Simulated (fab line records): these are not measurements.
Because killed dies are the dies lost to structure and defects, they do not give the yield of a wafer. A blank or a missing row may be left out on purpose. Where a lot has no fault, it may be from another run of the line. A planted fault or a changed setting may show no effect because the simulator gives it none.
A struck lot beside a sound one + flow sky130 + 16 steps out of a route of 708
Sound: these wafers, L465.2, L465.3, L465.5. Wafers struck: L471.1, L471.2, L471.6. Last of all comes the cause.
At each step with rows: each side's tool, then ch and its chambers, then its first start. Under that, the readings that differ: sound wafers + struck wafers + difference of the means + sigmas: that difference in standard deviations of wafers without a fault.
alike: readings with means less than 2 such deviations apart, plus words and numbers identical on both sides. not compared: withheld readings, readings lacking a value on some wafer, bounds such as >300 that could conceal the same value, and numbers that have no deviation in the record and whose values overlap.
Wherever a step has rows on one side only, a row that says differs or no value, or a row with sigmas, the two part there. Numbers that have no deviation but don't overlap get no sigmas and don't part them. A reading that every wafer of one side lacks parts them only if that side has two wafers or more.

first, 8 steps without rows for these wafers: SKY_POLY_GATE_DEHYDRATE_05 (time 60 s); SKY_POLY_GATE_HMDS_06 (prime time 60 s); SKY_POLY_GATE_COAT_07 (resist thk 110 nm); SKY_POLY_GATE_COAT_08 (resist thk 450 nm); SKY_POLY_GATE_SOFTBAKE_09 (time 90 s); SKY_POLY_GATE_EXPOSE_10 (exposes mask P1M, target cd 150 nm); SKY_POLY_GATE_PEB_11; SKY_POLY_GATE_DEVELOP_12 (develop time 60 s).
SKY_POLY_GATE_CD_MEAS_13 targets a cd of 150 nm.
  sound: cd_sem-02 at day 16 15:29; struck: cd_sem-02 at day 19 05:55
  alike: cd_nm
SKY_POLY_GATE_OVL_MEAS_14:
  sound: overlay-02 at day 16 15:36; struck: overlay-02 at day 19 06:02
| reading            | sound  | struck  | difference | sigmas |
|--------------------|--------|---------|------------|--------|
| POLY_GATE_OVL (nm) | 0 -2 0 | 7 12 18 | +13        | +3     |
SKY_POLY_GATE_ETCH_15: etches BARC in N2/H2, stops on SiO2, time 118.5 s, target depth 110 nm.
  sound on rie_diel-03 ch 0,1,3, day 16 15:38; struck on rie_diel-03 ch 0,2,3, day 19 06:05
  alike: drypump_motor_current_A, oes_product_au, throttle_valve_pct
  not compared: rf_hours_counter_h
SKY_POLY_GATE_ETCH_16: etches Si3N4 in CH3F/O2, stops on poly-Si, time 147.5 s, target depth 75 nm.
  sound on rie_diel-03 ch 0,1,3, day 16 15:43; struck on rie_diel-03 ch 0,2,3, day 19 06:10
  alike: drypump_motor_current_A, oes_product_au, throttle_valve_pct
  not compared: rf_hours_counter_h
SKY_POLY_GATE_ETCH_17: etches poly-Si in HBr/Cl2, stops on SiO2, target depth 180 nm, time 70.5 s.
  sound on rie_si-01 ch 0,2, day 16 15:49; struck on rie_si-01 ch 0,1,3, day 19 06:16
| reading                                          | sound             | struck            | difference | sigmas |
|--------------------------------------------------|-------------------|-------------------|------------|--------|
| model.KrF-thick_of_POLY_GATE_COAT_08.thk_nm (nm) | 140.9 138.7 138.8 | 72.63 71.58 67.67 | -68.84     |        |
| model.SiO2_of_SONOS_ONO_CVD_04.thk_nm (nm)       | 4.242 4.353 4.248 | 1.864 1.946 1.915 | -2.373     |        |
  alike: drypump_motor_current_A, he_backside_leak_sccm, mfc_cl2_sccm, oes_product_au, throttle_valve_pct
  not compared: rf_hours_counter_h
SKY_POLY_GATE_STRIP_18: strips in O2/N2.
  sound on plasma_asher-04 ch 0,1, day 16 15:52; struck on plasma_asher-03 ch 0,1, day 19 06:19
| reading                      | sound             | struck            | difference | sigmas |
|------------------------------|-------------------|-------------------|------------|--------|
| oes_product_au (a.u.)        | 0.357 0.364 0.357 | 0.328 0.326 0.318 | -0.035     | -7     |
| strip_time_to_endpoint_s (s) | 3.18 3.15 3.15    | 2.43 2.42 2.38    | -0.75      | -23    |
  alike: drypump_motor_current_A
  not compared: rf_hours_counter_h
then, 1 step without rows for these wafers: SKY_POLY_GATE_CLEAN_19 (cleans in SC1/SC2, time 150 s).
-- record jumps: 28 days separate the struck wafers' starts on either side; left off in module POLY_GATE, taken up again in module PAD_OPEN, whose first shown step is the route's number 708 --
SKY_PAD_OPEN_PROBE_99:
  sound: prober-02 at day 45 19:49; struck: prober-02 at day 47 16:54
| reading                                   | sound             | struck            | difference | sigmas |
|-------------------------------------------|-------------------|-------------------|------------|--------|
| model.etest.tip_p.rs_ohm_sq               | 6956 6924 6974    | 9032 8983 9021    | +2061      |        |
| model.etest.tip_sonos.rs_ohm_sq           | 2596 2602 2591    | 2182 2196 2159    | -417       |        |
| model.etest.pfet_01v8.r_on_ohm_um         | 2954 3026 3016    | 2594 2629 2610    | -388       |        |
| model.etest.nfet_01v8_lvt.drive_ua_um     | 572.5 575.8 578.6 | 656.5 635.6 652.7 | +72.6      |        |
| model.etest.nfet_01v8.drive_ua_um         | 500.9 499.5 504.8 | 582.1 564 577.7   | +72.9      |        |
| model.etest.nfet_01v8_swapped.drive_ua_um | 500.8 499.2 512   | 580.6 562.4 581   | +70.7      |        |
| model.etest.nfet_01v8_turned.drive_ua_um  | 499.9 500.3 507   | 580.2 565.1 583.9 | +74.0      |        |
| model.etest.sram_nfet_pass.drive_ua_um    | 476.3 482.2 491   | 549.5 545.2 565   | +70.1      |        |
  alike: killed_at_M0_to_M3, killed_at_M4_up, killed_at_contacts, killed_at_front_end, killed_at_other, killed_dies, killed_open, killed_short

WHERE THEY PART
At SKY_POLY_GATE_OVL_MEAS_14 first; at SKY_POLY_GATE_STRIP_18 last (within this record only). Later steps at which nothing parts them and some readings are alike: SKY_PAD_OPEN_PROBE_99.

WHY: what the simulator had put in
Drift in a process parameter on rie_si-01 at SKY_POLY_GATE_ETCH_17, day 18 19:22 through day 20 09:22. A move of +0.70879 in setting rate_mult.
